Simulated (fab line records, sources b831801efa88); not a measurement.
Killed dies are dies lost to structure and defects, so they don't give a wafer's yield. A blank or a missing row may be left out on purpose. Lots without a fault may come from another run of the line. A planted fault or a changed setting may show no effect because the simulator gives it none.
Which tool did it? | flow gf180mcu | 23 lots, 69 wafers sampled, at 4 steps of a route of 602

WHAT THE GAUGES READ, wafer by wafer
GF_HV_LDD_CD_MEAS_19: target cd 400 nm.
lot  | measured     | on        | cd_nm (nm)
L074 | day 10 13:43 | cd_sem-02 | 397.4 398.8 397.7
L075 | day 11 03:41 | cd_sem-02 | 400.2 402.0 400.4
L076 | day 11 08:35 | cd_sem-02 | 397.4 396.0 398.4
L077 | day 11 12:03 | cd_sem-01 | 402.8 402.9 404.0
L078 | day 11 19:08 | cd_sem-01 | 400.2 400.6 401.5
L079 | day 12 09:52 | cd_sem-02 | 403.2 402.2 403.5
L080 | day 12 12:57 | cd_sem-01 | 400.1 397.8 400.4
L081 | day 12 19:53 | cd_sem-01 | 398.7 397.5 396.7
L082 | day 13 04:24 | cd_sem-02 | 402.1 403.9 400.6
L083 | day 13 14:01 | cd_sem-01 | 400.4 401.6 400.3
L084 | day 13 22:07 | cd_sem-02 | 403.7 401.8 402.7
L085 | day 14 07:00 | cd_sem-01 | 399.2 400.4 399.1
L086 | day 14 09:36 | cd_sem-01 | 400.2 400.8 400.5
L087 | day 15 01:57 | cd_sem-01 | 402.1 401.9 402.8
L088 | day 15 11:13 | cd_sem-02 | 401.0 402.9 402.8
L089 | day 15 15:55 | cd_sem-01 | 403.7 403.8 402.6
L090 | day 15 22:53 | cd_sem-01 | 399.6 400.4 401.3
L091 | day 16 05:40 | cd_sem-01 | 401.3 399.4 401.8
L092 | day 16 19:42 | cd_sem-02 | 402.5 401.0 401.5
L093 | day 16 23:53 | cd_sem-01 | 399.4 400.2 399.4
L094 | day 17 09:59 | cd_sem-02 | 396.9 397.5 397.5
L095 | day 17 15:26 | cd_sem-01 | 401.6 400.0 402.5
L096 | day 17 16:47 | cd_sem-02 | 396.7 398.4 398.1

GF_HV_LDD_OVL_MEAS_47.
lot  | measured     | on         | HV_LDD_03_OVL (nm)
L074 | day 12 03:15 | overlay-02 | -0.8 -1.0 -2.1
L075 | day 12 17:29 | overlay-02 | 1.5 3.0 3.7
L076 | day 13 00:01 | overlay-02 | -0.4 1.5 0.8
L077 | day 13 04:15 | overlay-01 | 0.3 0.7 0.0
L078 | day 13 10:28 | overlay-02 | -2.4 -0.3 -2.2
L079 | day 14 03:13 | overlay-01 | 1.0 0.4 2.6
L080 | day 14 05:35 | overlay-02 | -0.4 -0.4 -0.9
L081 | day 14 13:53 | overlay-02 | 1.4 1.6 1.4
L082 | day 14 22:50 | overlay-01 | 1.7 0.9 2.3
L083 | day 15 08:31 | overlay-02 | 0.3 0.5 3.2
L084 | day 15 17:43 | overlay-02 | -0.2 0.5 0.6
L085 | day 16 03:08 | overlay-02 | -0.6 1.2 -0.1
L086 | day 16 06:03 | overlay-02 | 2.1 1.6 2.5
L087 | day 16 23:19 | overlay-01 | 2.1 1.7 1.6
L088 | day 17 08:56 | overlay-01 | 0.5 2.0 1.1
L089 | day 17 13:30 | overlay-02 | 1.6 2.8 1.8
L090 | day 17 21:43 | overlay-02 | -2.6 -2.6 -0.5
L091 | day 18 05:01 | overlay-01 | 2.4 1.8 1.0
L092 | day 18 19:13 | overlay-01 | -0.7 0.5 -0.8
L093 | day 18 23:27 | overlay-02 | 0.7 0.6 0.9
L094 | day 19 10:41 | overlay-01 | 0.2 -0.1 -0.5
L095 | day 19 15:46 | overlay-01 | 3.1 4.4 4.0
L096 | day 19 17:37 | overlay-01 | 3.0 2.4 2.9

WHICH TOOL RAN EACH LOT (tool, then ch and the chambers of the sampled wafers, then the start)
lot  | GF_MVSD_STRIP_10                    | GF_VT_IMPLANT_STRIP_31
L074 | plasma_asher-03 ch 0,1, day 4 09:59 | plasma_asher-03 ch 0,1, day 6 18:43
L075 | plasma_asher-01 ch 0,1, day 4 20:01 | plasma_asher-03 ch 0,1, day 7 06:04
L076 | plasma_asher-01 ch 0,1, day 4 22:32 | plasma_asher-04 ch 0,1, day 7 09:49
L077 | plasma_asher-03 ch 0,1, day 5 02:44 | plasma_asher-02 ch 0,1, day 7 13:47
L078 | plasma_asher-04 ch 0,1, day 5 07:41 | plasma_asher-03 ch 0,1, day 7 19:25
L079 | plasma_asher-01 ch 0,1, day 5 15:59 | plasma_asher-03 ch 0,1, day 8 05:23
L080 | plasma_asher-03 ch 0,1, day 5 20:50 | plasma_asher-04 ch 0,1, day 8 10:53
L081 | plasma_asher-04 ch 0,1, day 6 01:23 | plasma_asher-04 ch 0,1, day 8 15:50
L082 | plasma_asher-03 ch 0,1, day 6 07:47 | plasma_asher-04 ch 1, day 8 22:26
L083 | plasma_asher-01 ch 0,1, day 6 15:55 | plasma_asher-03 ch 0,1, day 9 08:41
L084 | plasma_asher-03 ch 0,1, day 6 21:40 | plasma_asher-04 ch 0,1, day 9 15:01
L085 | plasma_asher-01 ch 0,1, day 7 03:14 | plasma_asher-03 ch 0,1, day 9 21:35
L086 | plasma_asher-01 ch 0,1, day 7 06:52 | plasma_asher-03 ch 0,1, day 10 01:14
L087 | plasma_asher-04 ch 0, day 7 20:04   | plasma_asher-04 ch 0,1, day 10 16:31
L088 | plasma_asher-04 ch 0,1, day 7 23:32 | plasma_asher-03 ch 0,1, day 10 21:26
L089 | plasma_asher-01 ch 0,1, day 8 03:58 | plasma_asher-04 ch 0,1, day 11 02:14
L090 | plasma_asher-03 ch 0,1, day 8 09:26 | plasma_asher-02 ch 0,1, day 11 08:56
L091 | plasma_asher-04 ch 0,1, day 8 14:37 | plasma_asher-04 ch 0,1, day 11 13:46
L092 | plasma_asher-04 ch 0,1, day 9 02:10 | plasma_asher-02 ch 0,1, day 12 02:50
L093 | plasma_asher-01 ch 0,1, day 9 02:17 | plasma_asher-02 ch 0,1, day 12 03:29
L094 | plasma_asher-04 ch 0,1, day 9 12:11 | plasma_asher-04 ch 0,1, day 12 14:31
L095 | plasma_asher-03 ch 0,1, day 9 14:58 | plasma_asher-03 ch 0,1, day 12 17:52
L096 | plasma_asher-03 ch 0,1, day 9 17:58 | plasma_asher-04 ch 0,1, day 12 20:52
- GF_MVSD_STRIP_10: strips in O2/N2.
- GF_VT_IMPLANT_STRIP_31: strips in O2/N2.

WHAT THE TOOLS THEMSELVES READ (means of the sampled wafers that have a number; where no wafer has one, the mark that the record gives instead)
GF_MVSD_STRIP_10.
lot  | tool            | drypump_motor_current_A (A) | heater_power_w (W) | o2_flow_sccm (sccm) | oes_product_au (a.u.) | platen_temp_c (C) | strip_time_to_endpoint_s (s)
L074 | plasma_asher-03 | 5.8                         | 321                | 2992                | 0.725                 | 250.07            | 36.94
L075 | plasma_asher-01 | 5.5                         | 342                | 3001                | 0.724                 | 250.04            | 36.76
L076 | plasma_asher-01 | 5.2                         | 356                | 3006                | 0.722                 | 249.99            | 37.00
L077 | plasma_asher-03 | 5.9                         | 327                | 3002                | 0.731                 | 250.12            | 36.96
L078 | plasma_asher-04 | 5.8                         | 335                | 3006                | 0.726                 | 249.95            | 36.92
L079 | plasma_asher-01 | 5.5                         | 340                | 2991                | 0.722                 | 249.99            | 37.07
L080 | plasma_asher-03 | 5.5                         | 305                | 3001                | 0.723                 | 249.97            | 37.09
L081 | plasma_asher-04 | 5.8                         | 335                | 2998                | 0.720                 | 249.82            | 37.00
L082 | plasma_asher-03 | 5.5                         | 308                | 2997                | 0.723                 | 250.08            | 37.01
L083 | plasma_asher-01 | 5.5                         | 342                | 3004                | 0.725                 | 250.13            | 36.97
L084 | plasma_asher-03 | 5.8                         | 326                | 3005                | 0.719                 | 249.97            | 37.04
L085 | plasma_asher-01 | 5.2                         | 355                | 2994                | 0.725                 | 250.00            | 37.09
L086 | plasma_asher-01 | 5.5                         | 340                | 2995                | 0.720                 | 250.08            | 37.00
L087 | plasma_asher-04 | 6.7                         | 287                | 3000                | 0.720                 | 250.20            | 37.05
L088 | plasma_asher-04 | 6.2                         | 313                | 2998                | 0.723                 | 250.08            | 36.87
L089 | plasma_asher-01 | 5.5                         | 343                | 3000                | 0.725                 | 250.06            | 36.95
L090 | plasma_asher-03 | 5.5                         | 306                | 3002                | 0.724                 | 249.86            | 37.04
L091 | plasma_asher-04 | 5.8                         | 334                | 3002                | 0.720                 | 250.10            | 36.99
L092 | plasma_asher-04 | 6.3                         | 316                | 3001                | 0.721                 | 249.83            | 36.99
L093 | plasma_asher-01 | 5.5                         | 338                | 2997                | 0.726                 | 249.97            | 37.04
L094 | plasma_asher-04 | 5.8                         | 337                | 3005                | 0.714                 | 250.03            | 37.00
L095 | plasma_asher-03 | 5.8                         | 328                | 2994                | 0.722                 | 249.94            | 36.77
L096 | plasma_asher-03 | 5.8                         | 328                | 3001                | 0.726                 | 249.94            | 36.92

GF_VT_IMPLANT_STRIP_31.
lot  | tool            | drypump_motor_current_A (A) | heater_power_w (W) | o2_flow_sccm (sccm) | oes_product_au (a.u.) | platen_temp_c (C) | strip_time_to_endpoint_s (s)
L074 | plasma_asher-03 | 5.9                         | 331                | 3000                | 0.714                 | 250.09            | 12.702
L075 | plasma_asher-03 | 5.8                         | 330                | 3004                | 0.713                 | 250.00            | 12.768
L076 | plasma_asher-04 | 6.2                         | 313                | 2999                | 0.712                 | 250.02            | 12.804
L077 | plasma_asher-02 | 6.0                         | 335                | 2999                | 0.713                 | 250.00            | 12.760
L078 | plasma_asher-03 | 5.5                         | 308                | 2998                | 0.715                 | 249.91            | 12.695
L079 | plasma_asher-03 | 5.9                         | 325                | 2998                | 0.717                 | 249.89            | 12.724
L080 | plasma_asher-04 | 6.2                         | 315                | 2998                | 0.714                 | 249.98            | 12.745
L081 | plasma_asher-04 | 6.3                         | 313                | 3007                | 0.714                 | 249.83            | 12.716
L082 | plasma_asher-04 | 5.4                         | 359                | 3007                | 0.712                 | 250.12            | 12.764
L083 | plasma_asher-03 | 5.8                         | 332                | 2993                | 0.716                 | 250.04            | 12.748
L084 | plasma_asher-04 | 5.8                         | 338                | 3000                | 0.716                 | 249.85            | 12.735
L085 | plasma_asher-03 | 5.8                         | 332                | 2993                | 0.721                 | 250.05            | 12.768
L086 | plasma_asher-03 | 5.8                         | 329                | 3013                | 0.719                 | 250.23            | 12.751
L087 | plasma_asher-04 | 6.2                         | 310                | 3002                | 0.712                 | 250.07            | 12.743
L088 | plasma_asher-03 | 5.5                         | 310                | 3001                | 0.714                 | 249.94            | 12.729
L089 | plasma_asher-04 | 5.8                         | 334                | 2997                | 0.713                 | 250.03            | 12.764
L090 | plasma_asher-02 | 6.1                         | 347                | 3002                | 0.708                 | 249.95            | 12.726
L091 | plasma_asher-04 | 6.3                         | 311                | 2999                | 0.712                 | 250.06            | 12.718
L092 | plasma_asher-02 | 6.1                         | 344                | 3001                | 0.716                 | 249.91            | 12.738
L093 | plasma_asher-02 | 6.0                         | 332                | 3001                | 0.718                 | 250.16            | 12.775
L094 | plasma_asher-04 | 6.3                         | 309                | 3004                | 0.714                 | 250.14            | 12.749
L095 | plasma_asher-03 | 5.5                         | 303                | 3000                | 0.718                 | 250.03            | 12.720
L096 | plasma_asher-04 | 6.3                         | 310                | 3007                | 0.719                 | 250.17            | 12.728

THE ANSWER, worked out from the rows above alone
Rule: what is usual is taken from the lots themselves. Put in order of their means at a reading, lots are off if they are a third of the lots or fewer, leave a main group of 4 or more, and stand apart from it by a gap of 3 or more times the standard deviation of the main group's means; of several such gaps the widest counts. A main group whose means are all the same, to the digits that the tables above print for the reading, isn't used. A lot without any number at a reading at which 4 lots or more have one is off too. The other lots that the step has rows for count as sound. The gauges are gone through in route order, then the tools' own readings, and for those a lot's mean is taken as printed above. The first step at which some lot is off is used, and at that step the reading that is off furthest; a lot without a number counts as furthest.
No lot is off at any reading shown: from this, nothing can be told.

WHAT THE SIMULATOR HAD PUT IN
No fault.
